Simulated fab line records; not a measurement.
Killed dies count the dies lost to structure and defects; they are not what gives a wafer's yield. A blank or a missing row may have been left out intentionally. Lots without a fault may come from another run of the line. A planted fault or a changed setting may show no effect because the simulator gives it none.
fab line records	flow gf180mcu
[record] lots = 15	wafers = 45	last_day = 34
route steps=602 shown V4@492 MIM@508
lots with no fault: from the same line, run without faults
start_h: hours from the record's first day to the start of the lot's first wafer shown	wait_h: time in hours since the lot's previous step	" repeats the value in the row above	L1.1+2: a single row standing in for several wafers	- no value present, or no start provided	* or withheld: withheld	< > ~ a bound
route shown NAME@n: NAME is a module with steps in the file, n the number in the route of the first one	usual: mean/standard deviation taken from wafers without a fault	same: alike in all rows	chamber/n: place in a boat	sites: each site's reading	_std_site: how widely they spread, as a standard deviation	_edge_site: inner sites' mean taken away from outer sites' mean	radius_mm: how far each site lies from the wafer's centre	mask NAME#n: copy n	behind: tool/chamber where the wafer was last shaped	hold: why the lot went on hold/how many hours it stayed there/how the hold came to an end	device: transistor that didn't switch, given as n, p or np	end of line: the route-end tests of the same wafers	step lacking rows: just its recipe	killed: at the first sort, the dies lost to defects and structure; wafer yield is something else	map: per-die view of a wafer (x killed, . not killed, _ where there is no die)
set.NAME: the setting that was run; set.NAME@STEP: the one run at that earlier step	model.NAME: the simulator's own value behind a step, which no gauge read
route steps across a sampled set of lots; one table per step, one row per wafer
services: when a tool's chamber went out of use (start_h, in hours from the record's first day, below 0 if earlier), for how many hours, and the reason
[[steps]]
[step GF_V4_ETCH_16]
[recipe] chemistry = N2/H2	target_depth_a = withheld	overetch_a = withheld	time_s = withheld	target = BARC	ion_energy_ev = 200	source_w = 500	bias_w = 100	pressure_mtorr = 30	n2_flow_sccm = 100	h2_flow_sccm = 200
[usual] bias_w = 99.99/0.27	chamber_pressure_mTorr = 30.00/0.03	drypump_motor_current_A = 5.8/0.57	h2_flow_sccm = 200.0/0.62	oes_product_au = 0.855/0.0047	throttle_valve_pct = 13.225/0.0089
lot.wafer	tool	chamber	start_h	wait_h	bias_w	chamber_pressure_mTorr	drypump_motor_current_A	h2_flow_sccm	oes_product_au	throttle_valve_pct
L205.3	rie_diel-04	3	578.04	0.0	99.83	30.02	5.2	199.1	0.849	13.214
L205.4	"	1	"	"	100.30	30.03	6.2	200.3	0.856	13.218
L205.5	"	1	"	"	100.27	29.99	6.2	200.1	0.860	13.213
L208.1	rie_diel-01	2	595.62	0.0	99.65	30.02	6.6	200.3	0.845	13.225
L208.3	"	3	"	"	100.08	29.98	6.5	199.3	0.853	13.233
L208.6	"	2	"	"	99.62	29.98	6.6	200.1	0.849	13.233
L207.1	rie_diel-01	3	599.02	0.0	99.98	30.02	6.6	200.1	0.856	13.225
L207.4	"	1	"	"	100.03	30.00	6.2	199.7	0.850	13.203
L207.6	"	2	"	"	99.59	29.99	6.6	199.7	0.857	13.223
L209.2	rie_diel-03	3	604.67	0.0	100.04	30.00	5.7	199.7	0.861	13.214
L209.3	"	2	"	"	100.29	30.02	6.4	199.6	0.850	13.213
L209.5	"	3	"	"	99.98	30.05	5.7	200.1	0.851	13.226
L210.2	rie_diel-03	0	617.17	0.0	99.92	29.97	5.3	199.8	0.854	13.227
L210.4	"	3	"	"	99.66	29.98	5.7	200.6	0.854	13.222
L210.5	"	1	"	"	99.81	30.01	5.6	200.5	0.852	13.229
L211.1	rie_diel-01	2	627.22	0.0	100.08	30.01	6.6	200.1	0.853	13.227
L211.3	"	3	"	"	99.81	29.97	6.5	200.1	0.854	13.234
L211.4	"	1	"	"	99.71	29.99	6.2	199.6	0.857	13.235
L213.1	rie_diel-04	2	634.57	0.0	100.32	29.99	4.8	200.3	0.853	13.226
L213.3	"	1	"	"	99.89	29.94	6.2	199.2	0.859	13.219
L213.6	"	1	"	"	99.99	30.02	6.2	199.8	0.857	13.215
L216.1	rie_diel-03	1	655.17	0.0	100.18	30.01	5.6	200.3	0.857	13.219
L216.2	"	2	"	"	100.06	30.03	6.4	200.6	0.863	13.234
L216.4	"	0	"	"	99.97	30.01	5.3	199.4	0.860	13.218
L217.1	rie_diel-03	0	662.52	0.0	100.23	29.99	5.3	199.3	0.858	13.247
L217.2	"	3	"	"	99.76	30.01	5.7	199.6	0.859	13.229
L217.3	"	2	"	"	99.76	30.01	6.4	200.6	0.846	13.218
L218.1	rie_diel-01	2	667.92	0.0	100.13	30.00	6.6	199.5	0.853	13.229
L218.2	"	0	"	"	99.88	29.98	6.2	200.6	0.844	13.238
L218.6	"	2	"	"	100.01	29.98	6.6	199.6	0.860	13.229
L219.1	rie_diel-04	2	673.22	0.0	100.50	30.02	4.9	199.1	0.846	13.217
L219.2	"	3	"	"	100.47	30.01	5.2	199.5	0.853	13.223
L219.6	"	3	"	"	100.14	30.03	5.2	199.6	0.850	13.219
L224.1	rie_diel-01	3	705.92	0.0	100.38	30.00	6.5	200.3	0.849	13.218
L224.2	"	0	"	"	100.00	29.98	6.2	199.4	0.849	13.224
L224.5	"	1	"	"	100.54	30.02	6.3	199.2	0.851	13.230
L225.3	rie_diel-03	2	712.87	0.0	100.57	30.02	6.4	199.3	0.860	13.229
L225.4	"	0	"	"	100.27	30.00	5.3	200.2	0.861	13.234
L225.5	"	1	"	"	99.47	30.05	5.6	199.4	0.857	13.237
L226.1	rie_diel-03	2	718.52	0.0	100.23	29.96	6.4	200.2	0.847	13.219
L226.2	"	3	"	"	100.41	29.99	5.7	199.1	0.850	13.239
L226.4	"	1	"	"	100.01	30.01	5.6	199.9	0.856	13.219
L227.1	rie_diel-04	2	729.27	0.0	99.47	30.01	4.9	200.2	0.854	13.236
L227.2	"	1	"	"	99.93	30.02	6.2	199.8	0.855	13.217
L227.4	"	0	"	"	99.93	29.98	5.2	199.3	0.860	13.226
[step GF_MIM_CVD_05]
[recipe] material = Si3N4	target_thk_nm = 42	temp_max_c = 400	temp_c = 385	time_s = 29.086	rf_w = 450
[usual] heater_power_w = 647/85
lot.wafer	tool	chamber	start_h	wait_h	heater_power_w
L205.3	pecvd-02	0	579.62	0.0	705
L205.4	"	0	"	"	687
L205.5	"	1	"	"	770
L208.1	pecvd-04	2	597.22	0.0	785
L208.3	"	1	"	"	631
L208.6	"	0	"	"	675
L207.1	pecvd-04	2	600.60	0.0	788
L207.4	"	2	"	"	795
L207.6	"	0	"	"	599
L209.2	pecvd-02	0	606.55	0.0	675
L209.3	"	1	"	"	787
L209.5	"	1	"	"	788
L210.2	pecvd-02	2	618.78	0.0	620
L210.4	"	0	"	"	639
L210.5	"	2	"	"	622
L211.1	pecvd-03	2	628.81	0.0	522
L211.3	"	0	"	"	621
L211.4	"	0	"	"	618
L213.1	pecvd-03	1	636.17	0.0	682
L213.3	"	2	"	"	470
L213.6	"	2	"	"	460
L216.1	pecvd-02	0	656.91	0.0	648
L216.2	"	2	"	"	633
L216.4	"	2	"	"	517
L217.1	pecvd-04	2	664.09	0.0	801
L217.2	"	1	"	"	567
L217.3	"	0	"	"	557
L218.1	pecvd-03	2	669.56	0.0	564
L218.2	"	0	"	"	592
L218.6	"	0	"	"	585
L219.1	pecvd-03	1	674.81	0.0	652
L219.2	"	2	"	"	559
L219.6	"	0	"	"	520
L224.1	pecvd-04	1	707.58	0.0	519
L224.2	"	0	"	"	586
L224.5	"	2	"	"	718
L225.3	pecvd-02	1	714.88	0.0	680
L225.4	"	1	"	"	681
L225.5	"	2	"	"	588
L226.1	pecvd-02	0	720.18	0.0	690
L226.2	"	1	"	"	762
L226.4	"	2	"	"	508
L227.1	pecvd-02	1	731.00	0.0	747
L227.2	"	0	"	"	697
L227.4	"	2	"	"	607
[step GF_MIM_THK_MEAS_06]
[recipe] reads = Si3N4_of_MIM_CVD_05
[usual] MIM_CVD_05_THK = 42.3/0.53
lot.wafer	tool	chamber	start_h	wait_h	MIM_CVD_05_THK[nm]
L205.3	film_metro-02	-	579.67	0.0	41.9
L205.4	"	-	"	"	42.8
L205.5	"	-	"	"	43.5
L208.1	film_metro-03	-	597.26	0.0	41.9
L208.3	"	-	"	"	42.1
L208.6	"	-	"	"	43.0
L207.1	film_metro-02	-	600.63	0.0	42.2
L207.4	"	-	"	"	42.9
L207.6	"	-	"	"	43.0
L209.2	film_metro-03	-	606.59	0.0	41.5
L209.3	"	-	"	"	41.7
L209.5	"	-	"	"	42.5
L210.2	film_metro-03	-	618.82	0.0	42.4
L210.4	"	-	"	"	42.1
L210.5	"	-	"	"	42.9
L211.1	film_metro-02	-	628.84	0.0	40.8
L211.3	"	-	"	"	41.5
L211.4	"	-	"	"	41.9
L213.1	film_metro-02	-	636.21	0.0	42.0
L213.3	"	-	"	"	41.9
L213.6	"	-	"	"	42.6
L216.1	film_metro-01	-	656.94	0.0	41.6
L216.2	"	-	"	"	42.0
L216.4	"	-	"	"	42.2
L217.1	film_metro-03	-	664.12	0.0	41.5
L217.2	"	-	"	"	42.2
L217.3	"	-	"	"	41.7
L218.1	film_metro-01	-	669.59	0.0	41.8
L218.2	"	-	"	"	41.2
L218.6	"	-	"	"	42.6
L219.1	film_metro-03	-	674.84	0.0	42.0
L219.2	"	-	"	"	41.6
L219.6	"	-	"	"	42.5
L224.1	film_metro-02	-	707.62	0.0	41.5
L224.2	"	-	"	"	42.1
L224.5	"	-	"	"	43.0
L225.3	film_metro-01	-	714.93	0.0	42.6
L225.4	"	-	"	"	43.3
L225.5	"	-	"	"	43.1
L226.1	film_metro-02	-	720.21	0.0	41.4
L226.2	"	-	"	"	42.1
L226.4	"	-	"	"	42.6
L227.1	film_metro-03	-	731.03	0.0	42.0
L227.2	"	-	"	"	42.1
L227.4	"	-	"	"	42.9
[step GF_MIM_METAL_ETCH_19]
[recipe] chemistry = Cl2/BCl3	mask_material = NOVOLAK	stop_on = Si3N4	target_depth_nm = 324.5	pressure_mtorr = 8	icp_w = 800	bias_w = 140	Cl2_flow_sccm = 80	bcl3_flow_sccm = 40	time_s = 54.1
[usual] bcl3_flow_sccm = 40.00/0.11	bias_w = 139.9/0.41	drypump_motor_current_A = 5.6/0.31	mfc_cl2_sccm = 79.94/0.23	oes_product_au = 0.942/0.0068	throttle_valve_pct = 28.283/0.01
lot.wafer	tool	chamber	start_h	wait_h	bcl3_flow_sccm	bias_w	drypump_motor_current_A	mfc_cl2_sccm	oes_product_au	rf_hours_counter_h	throttle_valve_pct
L205.3	rie_metal-02	1	600.74	0.1	40.11	140.0	5.3	79.83	0.933	-	28.291
L205.4	"	0	"	"	40.05	139.9	5.8	80.08	0.926	-	28.282
L205.5	"	0	"	"	40.01	139.6	5.8	79.85	0.931	-	28.296
L208.1	rie_metal-02	0	617.97	0.1	39.93	139.8	5.8	79.97	0.936	8	28.301
L208.3	"	0	"	"	39.94	139.7	5.8	79.98	0.945	-	28.280
L208.6	"	1	"	"	39.92	140.3	5.3	79.87	0.947	-	28.267
L207.1	rie_metal-04	1	620.96	0.1	40.02	138.8	5.5	80.11	0.941	1	28.280
L207.4	"	0	"	"	39.95	139.8	6.2	79.65	0.937	-	28.291
L207.6	"	1	"	"	40.14	139.4	5.5	80.22	0.947	-	28.296
L209.2	rie_metal-02	1	627.57	0.1	39.81	140.0	5.3	79.91	0.941	4	28.278
L209.3	"	1	"	"	39.80	140.4	5.3	79.56	0.942	-	28.285
L209.5	"	1	"	"	39.91	140.1	5.3	80.02	0.944	-	28.280
L210.2	rie_metal-02	0	639.57	0.1	40.03	139.8	5.8	80.02	0.944	9	28.285
L210.4	"	1	"	"	39.99	139.7	5.3	79.85	0.950	-	28.281
L210.5	"	1	"	"	39.82	139.9	5.2	79.94	0.944	-	28.271
L211.1	rie_metal-02	0	649.56	0.1	39.97	139.0	5.8	79.83	0.945	10	28.276
L211.3	"	0	"	"	39.90	140.2	5.8	79.85	0.945	-	28.282
L211.4	"	1	"	"	40.05	140.0	5.3	79.96	0.934	-	28.301
L213.1	rie_metal-02	1	656.27	0.1	40.06	139.9	5.2	79.85	0.944	5	28.275
L213.3	"	0	"	"	40.18	140.2	5.8	79.78	0.936	-	28.267
L213.6	"	0	"	"	40.02	140.4	5.8	79.77	0.937	-	28.303
L216.1	rie_metal-01	1	676.71	0.1	-	-	-	-	-	-	-
L216.2	"	1	"	"	-	-	-	-	-	-	-
L216.4	"	1	"	"	-	-	-	-	-	-	-
L217.1	rie_metal-02	1	682.67	0.1	-	-	-	-	-	-	-
L217.2	"	0	"	"	-	-	-	-	-	-	-
L217.3	"	0	"	"	-	-	-	-	-	-	-
L218.1	rie_metal-02	1	688.61	0.1	-	-	-	-	-	-	-
L218.2	"	0	"	"	-	-	-	-	-	-	-
L218.6	"	1	"	"	-	-	-	-	-	-	-
L219.1	rie_metal-01	1	693.97	0.1	39.89	139.9	5.9	79.89	0.936	9	28.282
L219.2	"	1	"	"	39.73	139.5	5.9	79.90	0.946	-	28.278
L219.6	"	1	"	"	39.78	140.2	5.9	80.20	0.934	-	28.285
L224.1	rie_metal-04	0	725.47	0.1	39.99	140.2	6.2	79.99	0.937	8	28.281
L224.2	"	1	"	"	39.91	139.2	5.5	79.72	0.949	4	28.287
L224.5	"	0	"	"	40.02	139.8	6.2	79.86	0.958	-	28.272
L225.3	rie_metal-02	0	732.34	0.1	39.90	139.9	5.8	79.87	0.938	-	28.285
L225.4	"	1	"	"	39.98	140.0	5.2	79.60	0.936	-	28.286
L225.5	"	1	"	"	40.03	139.8	5.2	79.99	0.945	-	28.299
L226.1	rie_metal-01	1	737.92	0.1	39.96	140.5	5.9	80.00	0.936	13	28.274
L226.2	"	1	"	"	39.94	140.6	5.9	80.08	0.934	-	28.272
L226.4	"	1	"	"	40.03	140.6	5.9	79.96	0.938	-	28.282
L227.1	rie_metal-02	1	748.01	0.1	40.16	139.1	5.2	80.12	0.950	9	28.276
L227.2	"	0	"	"	39.99	139.7	5.8	79.99	0.936	1	28.306
L227.4	"	1	"	"	40.34	139.7	5.3	80.00	0.939	-	28.287
[step GF_MIM_STRIP_20]
[recipe] chemistry = O2/N2	power_w = 1400	pressure_mtorr = 1500	platen_temp_c = 250	o2_flow_sccm = 3000	n2_flow_sccm = 300	overash_fraction = 0.5
[usual] drypump_motor_current_A = 5.7/0.35	heater_power_w = 326/36	oes_product_au = 0.691/0.0052	strip_time_to_endpoint_s = 11.21/0.035
lot.wafer	tool	chamber	start_h	wait_h	drypump_motor_current_A	heater_power_w	oes_product_au	rf_hours_counter_h	strip_time_to_endpoint_s
L205.3	plasma_asher-01	1	600.82	0.1	6.0	280	0.689	-	11.21
L205.4	"	0	"	"	5.9	326	0.690	-	11.23
L205.5	"	0	"	"	6.0	335	0.701	-	11.21
L208.1	plasma_asher-01	0	618.04	0.0	5.9	335	0.691	20	11.22
L208.3	"	1	"	"	6.0	295	0.697	-	11.23
L208.6	"	0	"	"	6.0	339	0.695	-	11.22
L207.1	plasma_asher-01	1	621.03	0.0	6.0	291	0.697	21	11.23
L207.4	"	0	"	"	5.9	338	0.701	-	11.23
L207.6	"	1	"	"	6.1	286	0.694	-	11.24
L209.2	plasma_asher-02	0	627.64	0.0	5.7	279	0.685	104	11.21
L209.3	"	1	"	"	5.8	345	0.691	-	11.18
L209.5	"	1	"	"	5.8	346	0.694	-	11.19
L210.2	plasma_asher-02	0	639.64	0.0	5.7	281	0.690	105	11.16
L210.4	"	0	"	"	5.7	279	0.691	-	11.19
L210.5	"	0	"	"	5.7	282	0.695	-	11.18
L211.1	plasma_asher-02	1	649.63	0.0	5.9	351	0.694	107	11.19
L211.3	"	0	"	"	5.7	281	0.684	-	11.15
L211.4	"	1	"	"	5.9	345	0.690	-	11.18
L213.1	plasma_asher-04	1	656.34	0.0	4.9	325	0.691	87	11.20
L213.3	"	0	"	"	5.5	394	0.698	-	11.20
L213.6	"	0	"	"	5.5	393	0.691	-	11.21
L216.1	plasma_asher-02	1	676.85	0.1	5.8	344	0.715	110	12.67
L216.2	"	0	"	"	5.7	275	0.715	110	12.66
L216.4	"	1	"	"	5.8	341	0.716	-	12.68
L217.1	plasma_asher-01	0	682.74	0.0	5.9	325	0.718	28	12.68
L217.2	"	1	"	"	6.1	286	0.702	28	12.67
L217.3	"	0	"	"	5.9	333	0.713	-	12.67
L218.1	plasma_asher-04	1	688.68	0.0	4.9	323	0.716	88	12.61
L218.2	"	0	"	"	5.5	394	0.711	88	12.60
L218.6	"	1	"	"	4.9	331	0.719	-	12.61
L219.1	plasma_asher-04	0	694.11	0.1	5.5	395	0.696	89	11.24
L219.2	"	1	"	"	4.9	324	0.697	89	11.25
L219.6	"	1	"	"	4.9	326	0.686	-	11.23
L224.1	plasma_asher-01	0	725.54	0.0	5.9	328	0.691	32	11.25
L224.2	"	1	"	"	6.0	291	0.688	32	11.23
L224.5	"	1	"	"	6.1	295	0.690	-	11.25
L225.3	plasma_asher-02	0	732.42	0.1	5.7	276	0.682	-	11.27
L225.4	"	1	"	"	5.8	339	0.696	-	11.23
L225.5	"	0	"	"	5.7	282	0.689	-	11.21
L226.1	plasma_asher-01	1	738.06	0.1	6.1	300	0.683	34	11.20
L226.2	"	0	"	"	5.9	331	0.690	34	11.18
L226.4	"	1	"	"	6.1	290	0.697	-	11.17
L227.1	plasma_asher-04	0	748.08	0.0	5.6	385	0.686	94	11.21
L227.2	"	1	"	"	4.9	332	0.686	94	11.22
L227.4	"	0	"	"	5.6	397	0.690	-	11.22
[[services]]
tool	chamber	start_h	hours	kind
rie_metal-01	0	565.32	175.0	repair
rie_diel-03	-	565.43	15.6	pm
pecvd-04	-	566.79	1.5	repair
rie_diel-03	3	590.22	1.4	repair
pecvd-03	-	590.69	5.5	pm
pecvd-03	-	596.15	14.0	pm
pecvd-03	-	610.15	14.6	pm
pecvd-04	-	610.89	0.7	repair
rie_diel-03	1	627.73	3.6	repair
rie_diel-01	-	630.71	0.2	repair
rie_diel-04	0	630.93	14.2	repair
pecvd-04	0	647.29	16.4	repair
plasma_asher-04	-	669.65	14.6	pm
rie_diel-01	-	679.67	2.8	pm
plasma_asher-01	-	687.12	4.0	repair
pecvd-04	-	695.07	0.5	repair
rie_diel-04	3	696.21	1.4	repair
rie_diel-03	0	699.52	9.2	repair
rie_metal-02	0	710.07	-	clean
rie_metal-02	0	710.07	16.5	scheduled_down
plasma_asher-02	-	721.90	1.6	repair
plasma_asher-02	-	733.75	9.0	pm
rie_metal-04	-	740.18	14.6	pm
plasma_asher-02	-	742.35	3.8	repair
[[key]]
[first_sign] step = GF_MIM_METAL_ETCH_19	reading = tool_record	direction = missing
[effect] step = GF_MIM_STRIP_20	reading = strip_time_to_endpoint_s	direction = up	sigmas = 41	usual = *	struck = *
met_at GF_MIM_METAL_ETCH_19
struck_lots L216,L217,L218
later_rows_left_out L216.1,L216.2,L216.4,L217.1,L217.2,L217.3,L218.1,L218.2,L218.6
sort_left_out L216.1,L216.2,L216.4,L217.1,L217.2,L217.3,L218.1,L218.2,L218.6
not_acting_at GF_V4_ETCH_16,GF_MIM_CVD_05,GF_MIM_THK_MEAS_06
onset_between 656.27 676.71
[fault] kind = skipped_step_whole	tool = rie_metal-01,rie_metal-02	chamber = -	onset_h = 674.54	steps = GF_MIM_METAL_ETCH_19	scope = struck_lots_only
// sort_left_out: the simulated sort isn't trusted on such a fault, so these wafers' sort isn't shown, and their yield isn't known
// later_rows_left_out: the simulator's readings of these wafers behind a module that went badly wrong aren't trusted and aren't shown, but for the sort
